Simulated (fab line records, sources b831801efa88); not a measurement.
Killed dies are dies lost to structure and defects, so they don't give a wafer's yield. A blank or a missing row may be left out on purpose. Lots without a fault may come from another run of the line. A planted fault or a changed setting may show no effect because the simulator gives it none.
Chamber matching | flow sky130 | SKY_VIA4_CMP_02 on cmp-01: 4 sister chambers
The step polishes SiO2. 14 wafers are shown with their chamber, then 7 later ones without.

WAFERS WITH THEIR CHAMBER
wafer  | chamber | motor_current_A (A)
L974.1 | 2       | 16.5
L974.2 | 3       | 12.6
L974.4 | 1       | 10.7
L979.1 | 2       | 15.9
L979.4 | 3       | 12.4
L979.5 | 0       | 10.5
L981.1 | 0       | 10.4
L981.2 | 3       | 12.3
L981.5 | 3       | 13.2
L987.1 | 0       | 10.8
L987.4 | 3       | 12.7
L987.6 | 3       | 12.4
L986.1 | 0       | 10.0
L986.4 | 3       | 13.2

SIGNATURES (means of the wafers above)
reading         | chamber 0 | chamber 1 | chamber 2 | chamber 3 | scatter within a chamber
motor_current_A | 10.425    | 10.700    | 16.200    | 12.686    | 0.368
Rule: a wafer's distance from a chamber is the root of the sum, over the readings, of the square of ((its reading less the chamber's mean) divided by the reading's scatter). The wafer belongs to the nearest chamber; if the next one is less than 2 further off, it can't be placed. The scatter: the root of (the sum of the squares of (reading less its chamber's mean) over the shown wafers, divided by (wafers less chambers)).

WAFERS WITHOUT THEIR CHAMBER
wafer  | motor_current_A (A)
L986.6 | 16.3
L985.1 | 10.1
L985.5 | 12.4
L985.6 | 15.9
L997.2 | 10.6
L997.5 | 12.2
L997.6 | 10.1

WHICH CHAMBER EACH WENT THROUGH
wafer  | from the rows above     | in truth
L986.6 | 2                       | 2
L985.1 | can't be placed: 0 or 1 | 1
L985.5 | 3                       | 3
L985.6 | 2                       | 2
L997.2 | can't be placed: 1 or 0 | 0
L997.5 | 3                       | 3
L997.6 | can't be placed: 0 or 1 | 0
Placed correctly: 4 of 7. Can't be placed from these rows: 3 (the true chamber is among the candidates in 3). Placed wrongly: 0.
